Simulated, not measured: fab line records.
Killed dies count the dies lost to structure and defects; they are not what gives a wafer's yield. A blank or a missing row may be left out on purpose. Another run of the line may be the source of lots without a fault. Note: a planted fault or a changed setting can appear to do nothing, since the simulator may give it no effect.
fab line records    flow gf180mcu    part 1 of 2: steps 1 to 31 of 41
record lots=5  wafers=15  last_day=34
route steps=602 shown VT_IMPLANT@102 MVSD@136 NWELL@137 LVPWELL@138 MVPSD@139 DUAL_GATE@141
lots with no fault: from the same line, run without faults
start_h: the number of hours between the record's first day and the start of the first shown wafer of the lot    wait_h: hours since the lot's step before    " same as the row above    L1.1+2: a single row standing in for several wafers    - no value, or no start given    * or withheld: withheld    < > ~ a bound
route shown NAME@n: names a module that has steps shown in the file, with the first one's number in the route    usual: mean/standard deviation of fault-free wafers    same: alike in all rows    chamber/n: place in a boat    sites: the reading at each site    _std_site: standard deviation across them    _edge_site: outer sites' mean less inner sites'    radius_mm: how far each site lies from the wafer's centre    mask NAME#n: copy n    behind: the last tool/chamber to shape the wafer    hold: what put the lot on hold/how long, in hours/how the hold closed    device: the transistor (n, p or np) that didn't switch    end of line: tests run on the same wafers once the route is complete    a step given without rows: its recipe and nothing more    killed: dies that structure and defects cost at the first sort, which is not the same as the wafer's yield    map: a wafer's dies, x killed, . not, _ none there
set.NAME: setting as actually run; set.NAME@STEP: the setting as run at that earlier step    model.NAME: the simulator's own value behind a step, which no gauge read
certain route steps with their lots: each step a table, each wafer a row
services: from which hour (start_h, from the record's first day; less than 0 if before it) a tool's chamber was out of use, for how many hours, and why
## steps
# step GF_VT_IMPLANT_HMDS_12
# recipe prime_time_s=60  prime_temp_c=120
lot.wafer   tool            chamber  start_h  wait_h
L075.2+3+5  litho_track-01  0        126.00   0.1
L076.2+4+5  litho_track-01  0        130.95   0.1
L088.2+4+6  litho_track-01  0        208.14   0.1
L092.1+2+3  litho_track-02  0        233.29   0.1
L094.2+3+6  litho_track-03  0        251.46   0.1
# step GF_VT_IMPLANT_COAT_13
# recipe resist=NOVOLAK  spin_rpm=3000  resist_thk_nm=1000
lot.wafer   tool            chamber  start_h  wait_h
L075.2+3+5  litho_track-01  0        126.15   0.1
L076.2+4+5  litho_track-01  0        131.10   0.1
L088.2+4+6  litho_track-01  0        208.29   0.1
L092.1+2+3  litho_track-02  0        233.44   0.1
L094.2+3+6  litho_track-03  0        251.61   0.1
# step GF_VT_IMPLANT_SOFTBAKE_14
# recipe temp_c=90  time_s=60  resist=NOVOLAK
# same time_s=60
lot.wafer   tool            chamber  start_h  wait_h
L075.2+3+5  litho_track-01  0        126.30   0.1
L076.2+4+5  litho_track-01  0        131.25   0.1
L088.2+4+6  litho_track-01  0        208.44   0.1
L092.1+2+3  litho_track-02  0        233.59   0.1
L094.2+3+6  litho_track-03  0        251.76   0.1
# step GF_VT_IMPLANT_EXPOSE_15
# recipe mask_id=Nwell_LV_AREA  target_cd_nm=860  na=0.6  source_shape=conventional  sigma_outer=0.6  dose_mj=140
# usual reticle_temp_C=22.99/0.11
# same sigma_outer=0.6
lot.wafer  tool              chamber  start_h  wait_h  mask             reticle_temp_C
L075.2     iline_stepper-02  0        -        -       Nwell_LV_AREA#0  22.90
L075.3     "                 0        "        "       Nwell_LV_AREA#0  22.93
L075.5     "                 0        "        "       Nwell_LV_AREA#0  22.99
L076.2     iline_stepper-01  0        -        -       Nwell_LV_AREA#0  23.01
L076.4     "                 0        "        "       Nwell_LV_AREA#0  23.05
L076.5     "                 0        "        "       Nwell_LV_AREA#0  23.08
L088.2     iline_stepper-01  0        -        -       Nwell_LV_AREA#0  22.76
L088.4     "                 0        "        "       Nwell_LV_AREA#0  22.66
L088.6     "                 0        "        "       Nwell_LV_AREA#0  23.01
L092.1     iline_stepper-01  0        -        -       Nwell_LV_AREA#0  23.05
L092.2     "                 0        "        "       Nwell_LV_AREA#0  22.96
L092.3     "                 0        "        "       Nwell_LV_AREA#0  23.04
L094.2     iline_stepper-02  0        -        -       Nwell_LV_AREA#0  23.00
L094.3     "                 0        "        "       Nwell_LV_AREA#0  22.91
L094.6     "                 0        "        "       Nwell_LV_AREA#0  22.82
# step GF_VT_IMPLANT_PEB_16
# recipe temp_c=withheld  time_s=*  resist=NOVOLAK
# same time_s=*
lot.wafer   tool            chamber  start_h  wait_h
L075.2+3+5  litho_track-03  0        -        -
L076.2+4+5  litho_track-03  0        -        -
L088.2+4+6  litho_track-02  0        -        -
L092.1+2+3  litho_track-02  0        -        -
L094.2+3+6  litho_track-02  0        -        -
# step GF_VT_IMPLANT_DEVELOP_17
# recipe develop_time_s=60  dev_temp_c=23
lot.wafer   tool            chamber  start_h  wait_h
L075.2+3+5  litho_track-03  0        132.91   0.1
L076.2+4+5  litho_track-03  0        138.21   0.1
L088.2+4+6  litho_track-02  0        216.56   0.1
L092.1+2+3  litho_track-02  0        243.34   0.1
L094.2+3+6  litho_track-02  0        261.16   0.1
# step GF_VT_IMPLANT_OVL_MEAS_18
# usual VT_IMPLANT_01_OVL=1.8/1.8
lot.wafer  tool        chamber  start_h  wait_h  VT_IMPLANT_01_OVL[nm]
L075.2     overlay-02  -        133.04   0.1     1.1
L075.3     "           -        "        "       1.5
L075.5     "           -        "        "       2.6
L076.2     overlay-02  -        138.34   0.1     2.6
L076.4     "           -        "        "       1.1
L076.5     "           -        "        "       2.2
L088.2     overlay-02  -        216.69   0.1     4.3
L088.4     "           -        "        "       5.0
L088.6     "           -        "        "       2.7
L092.1     overlay-02  -        243.49   0.1     0.8
L092.2     "           -        "        "       0.0
L092.3     "           -        "        "       0.3
L094.2     overlay-02  -        261.29   0.1     3.6
L094.3     "           -        "        "       2.2
L094.6     "           -        "        "       2.4
# step GF_VT_IMPLANT_IMPLANT_19
# recipe species=As  energy_kev=100  dose_cm2=4.35e+12  tilt_deg=7
# usual beam_on_s=10.00/0.2
lot.wafer  tool          chamber  start_h  wait_h  beam_on_s
L075.2     implanter-02  0        133.10   0.0     9.94
L075.3     "             0        "        "       10.06
L075.5     "             0        "        "       10.05
L076.2     implanter-01  0        138.40   0.0     9.79
L076.4     "             0        "        "       10.04
L076.5     "             0        "        "       10.15
L088.2     implanter-02  0        216.75   0.0     10.13
L088.4     "             0        "        "       10.17
L088.6     "             0        "        "       9.98
L092.1     implanter-02  0        243.52   0.0     10.28
L092.2     "             0        "        "       10.09
L092.3     "             0        "        "       10.08
L094.2     implanter-01  0        261.35   0.0     9.46
L094.3     "             0        "        "       9.75
L094.6     "             0        "        "       9.79
# step GF_VT_IMPLANT_STRIP_20
# recipe chemistry=O2/N2  power_w=1400  pressure_mtorr=1500  platen_temp_c=250  o2_flow_sccm=3000  n2_flow_sccm=300  overash_fraction=0.5
# usual drypump_motor_current_A=5.84/0.15  heater_power_w=352/29  oes_product_au=0.716/0.0045  strip_time_to_endpoint_s=12.62/0.04
lot.wafer  tool             chamber  start_h  wait_h  drypump_motor_current_A  heater_power_w  oes_product_au  rf_hours_counter_h  strip_time_to_endpoint_s
L075.2     plasma_asher-04  0        133.22   0.1     5.92                     332             0.713           2                   12.61
L075.3     "                0        "        "       5.90                     330             0.713           -                   12.63
L075.5     "                1        "        "       6.08                     357             0.708           -                   12.60
L076.2     plasma_asher-04  1        138.52   0.1     6.07                     350             0.711           3                   12.63
L076.4     "                1        "        "       6.06                     350             0.719           -                   12.61
L076.5     "                1        "        "       6.09                     353             0.717           -                   12.64
L088.2     plasma_asher-04  0        216.87   0.1     5.89                     327             0.715           11                  12.62
L088.4     "                0        "        "       5.88                     326             0.720           -                   12.59
L088.6     "                1        "        "       6.08                     352             0.723           -                   12.60
L092.1     plasma_asher-02  0        243.67   0.1     5.57                     323             0.719           56                  12.56
L092.2     "                1        "        "       5.83                     297             0.713           56                  12.55
L092.3     "                1        "        "       5.85                     297             0.720           -                   12.57
L094.2     plasma_asher-03  0        261.47   0.1     5.70                     378             0.715           47                  12.63
L094.3     "                1        "        "       5.88                     381             0.716           -                   12.63
L094.6     "                0        "        "       5.69                     379             0.719           -                   12.60
# step GF_VT_IMPLANT_TW_MEAS_21
# usual VT_IMPLANT_2_TW=1217/12
lot.wafer  tool           chamber  start_h  wait_h  VT_IMPLANT_2_TW
L075.2     film_metro-04  -        133.33   0.1     1230
L075.3     "              -        "        "       1223
L075.5     "              -        "        "       1226
L076.2     film_metro-04  -        138.63   0.1     1226
L076.4     "              -        "        "       1227
L076.5     "              -        "        "       1233
L088.2     film_metro-02  -        216.98   0.1     1213
L088.4     "              -        "        "       1213
L088.6     "              -        "        "       1211
L092.1     film_metro-04  -        243.77   0.1     1218
L092.2     "              -        "        "       1223
L092.3     "              -        "        "       1221
L094.2     film_metro-04  -        261.58   0.1     1223
L094.3     "              -        "        "       1225
L094.6     "              -        "        "       1216
# step GF_VT_IMPLANT_DEHYDRATE_22
# recipe temp_c=200  time_s=60
# same time_s=60
lot.wafer   tool            chamber  start_h  wait_h
L075.2+3+5  litho_track-02  0        139.86   6.5
L076.2+4+5  litho_track-01  0        145.75   7.1
L088.2+4+6  litho_track-01  0        225.04   8.1
L092.1+2+3  litho_track-03  0        251.89   8.1
L094.2+3+6  litho_track-01  0        269.94   8.4
# step GF_VT_IMPLANT_HMDS_23
# recipe prime_time_s=60  prime_temp_c=120
lot.wafer   tool            chamber  start_h  wait_h
L075.2+3+5  litho_track-02  0        140.01   0.1
L076.2+4+5  litho_track-01  0        145.90   0.1
L088.2+4+6  litho_track-01  0        225.19   0.1
L092.1+2+3  litho_track-03  0        252.04   0.1
L094.2+3+6  litho_track-01  0        270.09   0.1
# step GF_VT_IMPLANT_COAT_24
# recipe resist=NOVOLAK  spin_rpm=3000  resist_thk_nm=1000
lot.wafer   tool            chamber  start_h  wait_h
L075.2+3+5  litho_track-02  0        140.16   0.1
L076.2+4+5  litho_track-01  0        146.05   0.1
L088.2+4+6  litho_track-01  0        225.34   0.1
L092.1+2+3  litho_track-03  0        252.19   0.1
L094.2+3+6  litho_track-01  0        270.24   0.1
# step GF_VT_IMPLANT_SOFTBAKE_25
# recipe temp_c=90  time_s=60  resist=NOVOLAK
# same time_s=60
lot.wafer   tool            chamber  start_h  wait_h
L075.2+3+5  litho_track-02  0        140.31   0.1
L076.2+4+5  litho_track-01  0        146.20   0.1
L088.2+4+6  litho_track-01  0        225.49   0.1
L092.1+2+3  litho_track-03  0        252.34   0.1
L094.2+3+6  litho_track-01  0        270.39   0.1
# step GF_VT_IMPLANT_EXPOSE_26
# recipe mask_id=LVPWELL_HV_AREA  target_cd_nm=860  na=0.6  source_shape=conventional  sigma_outer=0.6  dose_mj=140
# usual reticle_temp_C=22.96/0.1
# same sigma_outer=0.6
lot.wafer  tool              chamber  start_h  wait_h  mask               reticle_temp_C
L075.2     iline_stepper-02  0        -        -       LVPWELL_HV_AREA#0  22.97
L075.3     "                 0        "        "       LVPWELL_HV_AREA#0  22.88
L075.5     "                 0        "        "       LVPWELL_HV_AREA#0  22.98
L076.2     iline_stepper-02  0        -        -       LVPWELL_HV_AREA#0  22.92
L076.4     "                 0        "        "       LVPWELL_HV_AREA#0  22.93
L076.5     "                 0        "        "       LVPWELL_HV_AREA#0  22.81
L088.2     iline_stepper-02  0        -        -       LVPWELL_HV_AREA#0  23.08
L088.4     "                 0        "        "       LVPWELL_HV_AREA#0  23.11
L088.6     "                 0        "        "       LVPWELL_HV_AREA#0  23.01
L092.1     iline_stepper-01  0        -        -       LVPWELL_HV_AREA#0  22.91
L092.2     "                 0        "        "       LVPWELL_HV_AREA#0  23.00
L092.3     "                 0        "        "       LVPWELL_HV_AREA#0  22.94
L094.2     iline_stepper-02  0        -        -       LVPWELL_HV_AREA#0  23.04
L094.3     "                 0        "        "       LVPWELL_HV_AREA#0  22.85
L094.6     "                 0        "        "       LVPWELL_HV_AREA#0  22.89
# step GF_VT_IMPLANT_PEB_27
# recipe temp_c=withheld  time_s=*  resist=NOVOLAK
# same time_s=*
lot.wafer   tool            chamber  start_h  wait_h
L075.2+3+5  litho_track-02  0        -        -
L076.2+4+5  litho_track-01  0        -        -
L088.2+4+6  litho_track-01  0        -        -
L092.1+2+3  litho_track-01  0        -        -
L094.2+3+6  litho_track-02  0        -        -
# step GF_VT_IMPLANT_DEVELOP_28
# recipe develop_time_s=60  dev_temp_c=23
lot.wafer   tool            chamber  start_h  wait_h
L075.2+3+5  litho_track-02  0        147.81   0.1
L076.2+4+5  litho_track-01  0        154.05   0.1
L088.2+4+6  litho_track-01  0        234.14   0.1
L092.1+2+3  litho_track-01  0        261.92   0.1
L094.2+3+6  litho_track-02  0        280.46   0.1
# step GF_VT_IMPLANT_OVL_MEAS_29
# usual VT_IMPLANT_02_OVL=0.1/1.1
lot.wafer  tool        chamber  start_h  wait_h  VT_IMPLANT_02_OVL[nm]
L075.2     overlay-02  -        147.95   0.1     2.5
L075.3     "           -        "        "       2.8
L075.5     "           -        "        "       3.1
L076.2     overlay-01  -        154.18   0.1     0.2
L076.4     "           -        "        "       1.9
L076.5     "           -        "        "       0.5
L088.2     overlay-01  -        234.28   0.1     -1.4
L088.4     "           -        "        "       -1.7
L088.6     "           -        "        "       -2.4
L092.1     overlay-01  -        262.07   0.1     -0.5
L092.2     "           -        "        "       0.6
L092.3     "           -        "        "       0.1
L094.2     overlay-01  -        280.59   0.1     -1.6
L094.3     "           -        "        "       1.1
L094.6     "           -        "        "       -0.7
# step GF_VT_IMPLANT_IMPLANT_30
# recipe species=B  energy_kev=25  dose_cm2=2.534e+12  tilt_deg=6.634
# usual beam_on_s=10.01/0.18
lot.wafer  tool          chamber  start_h  wait_h  beam_on_s
L075.2     implanter-03  0        148.00   0.0     9.90
L075.3     "             0        "        "       9.99
L075.5     "             0        "        "       9.91
L076.2     implanter-02  0        154.23   0.0     10.08
L076.4     "             0        "        "       9.91
L076.5     "             0        "        "       10.06
L088.2     implanter-02  0        234.33   0.0     10.01
L088.4     "             0        "        "       10.23
L088.6     "             0        "        "       9.97
L092.1     implanter-02  0        262.11   0.0     10.09
L092.2     "             0        "        "       10.03
L092.3     "             0        "        "       9.83
L094.2     implanter-03  0        280.65   0.0     10.07
L094.3     "             0        "        "       9.97
L094.6     "             0        "        "       10.04
# step GF_VT_IMPLANT_STRIP_31
# recipe chemistry=O2/N2  power_w=1400  pressure_mtorr=1500  platen_temp_c=250  o2_flow_sccm=3000  n2_flow_sccm=300  overash_fraction=0.5
# usual drypump_motor_current_A=5.86/0.17  heater_power_w=340/26  oes_product_au=0.716/0.0041  strip_time_to_endpoint_s=12.62/0.031
lot.wafer  tool             chamber  start_h  wait_h  drypump_motor_current_A  heater_power_w  oes_product_au  rf_hours_counter_h  strip_time_to_endpoint_s
L075.2     plasma_asher-02  1        148.13   0.1     5.85                     289             0.717           46                  12.59
L075.3     "                1        "        "       5.81                     299             0.716           -                   12.64
L075.5     "                1        "        "       5.84                     292             0.728           -                   12.64
L076.2     plasma_asher-04  0        154.36   0.1     5.91                     331             0.716           4                   12.65
L076.4     "                1        "        "       6.09                     359             0.714           -                   12.59
L076.5     "                0        "        "       5.90                     323             0.717           -                   12.61
L088.2     plasma_asher-02  0        234.46   0.1     5.56                     330             0.712           55                  12.53
L088.4     "                1        "        "       5.79                     307             0.717           -                   12.55
L088.6     "                0        "        "       5.57                     327             0.710           -                   12.55
L092.1     plasma_asher-04  1        262.26   0.1     6.06                     347             0.719           16                  12.64
L092.2     "                0        "        "       5.91                     322             0.717           16                  12.62
L092.3     "                0        "        "       5.89                     322             0.715           -                   12.65
L094.2     plasma_asher-02  0        280.77   0.1     5.58                     325             0.708           60                  12.67
L094.3     "                1        "        "       5.82                     300             0.719           -                   12.66
L094.6     "                0        "        "       5.55                     331             0.715           -                   12.67
# step GF_VT_IMPLANT_TW_MEAS_32
# usual VT_IMPLANT_3_TW=268.8/2.7
lot.wafer  tool           chamber  start_h  wait_h  VT_IMPLANT_3_TW
L075.2     film_metro-03  -        148.24   0.1     264.7
L075.3     "              -        "        "       263.6
L075.5     "              -        "        "       264.4
L076.2     film_metro-02  -        154.47   0.1     267.4
L076.4     "              -        "        "       267.9
L076.5     "              -        "        "       267.2
L088.2     film_metro-02  -        234.57   0.1     269.5
L088.4     "              -        "        "       267.3
L088.6     "              -        "        "       267.9
L092.1     film_metro-04  -        262.36   0.1     270.5
L092.2     "              -        "        "       270.6
L092.3     "              -        "        "       270.6
L094.2     film_metro-04  -        280.88   0.1     271.1
L094.3     "              -        "        "       273.1
L094.6     "              -        "        "       272.4
# step GF_VT_IMPLANT_DEHYDRATE_33
# recipe temp_c=200  time_s=60
# same time_s=60
lot.wafer   tool            chamber  start_h  wait_h
L075.2+3+5  litho_track-02  0        155.36   7.1
L076.2+4+5  litho_track-03  0        160.96   6.5
L088.2+4+6  litho_track-03  0        243.26   8.7
L092.1+2+3  litho_track-02  0        270.99   8.6
L094.2+3+6  litho_track-01  0        289.54   8.7
# step GF_VT_IMPLANT_HMDS_34
# recipe prime_time_s=60  prime_temp_c=120
lot.wafer   tool            chamber  start_h  wait_h
L075.2+3+5  litho_track-02  0        155.51   0.1
L076.2+4+5  litho_track-03  0        161.11   0.1
L088.2+4+6  litho_track-03  0        243.41   0.1
L092.1+2+3  litho_track-02  0        271.14   0.1
L094.2+3+6  litho_track-01  0        289.69   0.1
# step GF_VT_IMPLANT_COAT_35
# recipe resist=NOVOLAK  spin_rpm=3000  resist_thk_nm=1000
lot.wafer   tool            chamber  start_h  wait_h
L075.2+3+5  litho_track-02  0        155.66   0.1
L076.2+4+5  litho_track-03  0        161.26   0.1
L088.2+4+6  litho_track-03  0        243.56   0.1
L092.1+2+3  litho_track-02  0        271.29   0.1
L094.2+3+6  litho_track-01  0        289.84   0.1
# step GF_VT_IMPLANT_SOFTBAKE_36
# recipe temp_c=90  time_s=60  resist=NOVOLAK
# same time_s=60
lot.wafer   tool            chamber  start_h  wait_h
L075.2+3+5  litho_track-02  0        155.81   0.1
L076.2+4+5  litho_track-03  0        161.41   0.1
L088.2+4+6  litho_track-03  0        243.71   0.1
L092.1+2+3  litho_track-02  0        271.44   0.1
L094.2+3+6  litho_track-01  0        289.99   0.1
# step GF_VT_IMPLANT_EXPOSE_37
# recipe mask_id=Nwell_HV_AREA  target_cd_nm=860  na=0.6  source_shape=conventional  sigma_outer=0.6  dose_mj=140
# usual reticle_temp_C=22.99/0.1
# same sigma_outer=0.6
lot.wafer  tool              chamber  start_h  wait_h  mask             reticle_temp_C
L075.2     iline_stepper-02  0        -        -       Nwell_HV_AREA#0  22.97
L075.3     "                 0        "        "       Nwell_HV_AREA#0  23.13
L075.5     "                 0        "        "       Nwell_HV_AREA#0  23.13
L076.2     iline_stepper-02  0        -        -       Nwell_HV_AREA#0  23.01
L076.4     "                 0        "        "       Nwell_HV_AREA#0  22.87
L076.5     "                 0        "        "       Nwell_HV_AREA#0  22.96
L088.2     iline_stepper-01  0        -        -       Nwell_HV_AREA#0  22.93
L088.4     "                 0        "        "       Nwell_HV_AREA#0  23.03
L088.6     "                 0        "        "       Nwell_HV_AREA#0  23.13
L092.1     iline_stepper-01  0        -        -       Nwell_HV_AREA#0  22.96
L092.2     "                 0        "        "       Nwell_HV_AREA#0  22.94
L092.3     "                 0        "        "       Nwell_HV_AREA#0  22.97
L094.2     iline_stepper-02  0        -        -       Nwell_HV_AREA#0  22.83
L094.3     "                 0        "        "       Nwell_HV_AREA#0  22.98
L094.6     "                 0        "        "       Nwell_HV_AREA#0  22.88
# step GF_VT_IMPLANT_PEB_38
# recipe temp_c=withheld  time_s=*  resist=NOVOLAK
# same time_s=*
lot.wafer   tool            chamber  start_h  wait_h
L075.2+3+5  litho_track-02  0        -        -
L076.2+4+5  litho_track-02  0        -        -
L088.2+4+6  litho_track-01  0        -        -
L092.1+2+3  litho_track-02  0        -        -
L094.2+3+6  litho_track-03  0        -        -
# step GF_VT_IMPLANT_DEVELOP_39
# recipe develop_time_s=60  dev_temp_c=23
lot.wafer   tool            chamber  start_h  wait_h
L075.2+3+5  litho_track-02  0        163.81   0.1
L076.2+4+5  litho_track-02  0        169.91   0.1
L088.2+4+6  litho_track-01  0        252.44   0.1
L092.1+2+3  litho_track-02  0        281.34   0.1
L094.2+3+6  litho_track-03  0        299.71   0.1
# step GF_VT_IMPLANT_OVL_MEAS_40
# usual VT_IMPLANT_03_OVL=-0.1/1.3
lot.wafer  tool        chamber  start_h  wait_h  VT_IMPLANT_03_OVL[nm]
L075.2     overlay-01  -        163.94   0.1     0.2
L075.3     "           -        "        "       1.0
L075.5     "           -        "        "       1.5
L076.2     overlay-01  -        170.04   0.1     -1.5
L076.4     "           -        "        "       -2.2
L076.5     "           -        "        "       -0.2
L088.2     overlay-02  -        252.58   0.1     1.5
L088.4     "           -        "        "       0.7
L088.6     "           -        "        "       2.0
L092.1     overlay-01  -        281.49   0.1     -0.8
L092.2     "           -        "        "       -2.3
L092.3     "           -        "        "       -1.6
L094.2     overlay-02  -        299.84   0.1     -0.9
L094.3     "           -        "        "       -1.2
L094.6     "           -        "        "       -0.7
# step GF_VT_IMPLANT_IMPLANT_41
# recipe species=As  energy_kev=70  dose_cm2=1.013e+12  tilt_deg=7
# usual beam_on_s=9.99/0.21
lot.wafer  tool          chamber  start_h  wait_h  beam_on_s
L075.2     implanter-03  0        164.00   0.0     9.75
L075.3     "             0        "        "       10.10
L075.5     "             0        "        "       10.12
L076.2     implanter-03  0        170.10   0.0     10.38
L076.4     "             0        "        "       10.35
L076.5     "             0        "        "       10.15
L088.2     implanter-02  0        252.63   0.0     9.99
L088.4     "             0        "        "       9.51
L088.6     "             0        "        "       9.69
L092.1     implanter-01  0        281.52   0.0     10.17
L092.2     "             0        "        "       9.76
L092.3     "             0        "        "       9.85
L094.2     implanter-03  0        299.90   0.0     10.02
L094.3     "             0        "        "       9.86
L094.6     "             0        "        "       9.46
# step GF_VT_IMPLANT_STRIP_42
# recipe chemistry=O2/N2  power_w=1400  pressure_mtorr=1500  platen_temp_c=250  o2_flow_sccm=3000  n2_flow_sccm=300  overash_fraction=0.5
# usual drypump_motor_current_A=5.84/0.17  heater_power_w=341/29  oes_product_au=0.716/0.0045  strip_time_to_endpoint_s=12.611/0.029
lot.wafer  tool             chamber  start_h  wait_h  drypump_motor_current_A  heater_power_w  oes_product_au  rf_hours_counter_h  strip_time_to_endpoint_s
L075.2     plasma_asher-04  1        164.12   0.1     6.06                     353             0.720           6                   12.588
L075.3     "                0        "        "       5.87                     329             0.711           -                   12.564
L075.5     "                0        "        "       5.89                     333             0.715           -                   12.567
L076.2     plasma_asher-03  0        170.22   0.1     5.71                     381             0.720           37                  12.602
L076.4     "                0        "        "       5.70                     373             0.726           -                   12.611
L076.5     "                1        "        "       5.92                     387             0.718           -                   12.580
L088.2     plasma_asher-02  1        252.76   0.1     5.82                     296             0.709           57                  12.615
L088.4     "                1        "        "       5.82                     290             0.720           -                   12.622
L088.6     "                1        "        "       5.82                     292             0.716           -                   12.594
L092.1     plasma_asher-02  0        281.67   0.1     5.56                     322             0.711           60                  12.556
L092.2     "                1        "        "       5.85                     299             0.718           60                  12.577
L092.3     "                0        "        "       5.59                     332             0.717           -                   12.580
L094.2     plasma_asher-04  0        300.02   0.1     5.88                     332             0.719           20                  12.609
L094.3     "                0        "        "       5.90                     334             0.725           -                   12.597
L094.6     "                1        "        "       6.09                     353             0.714           -                   12.613
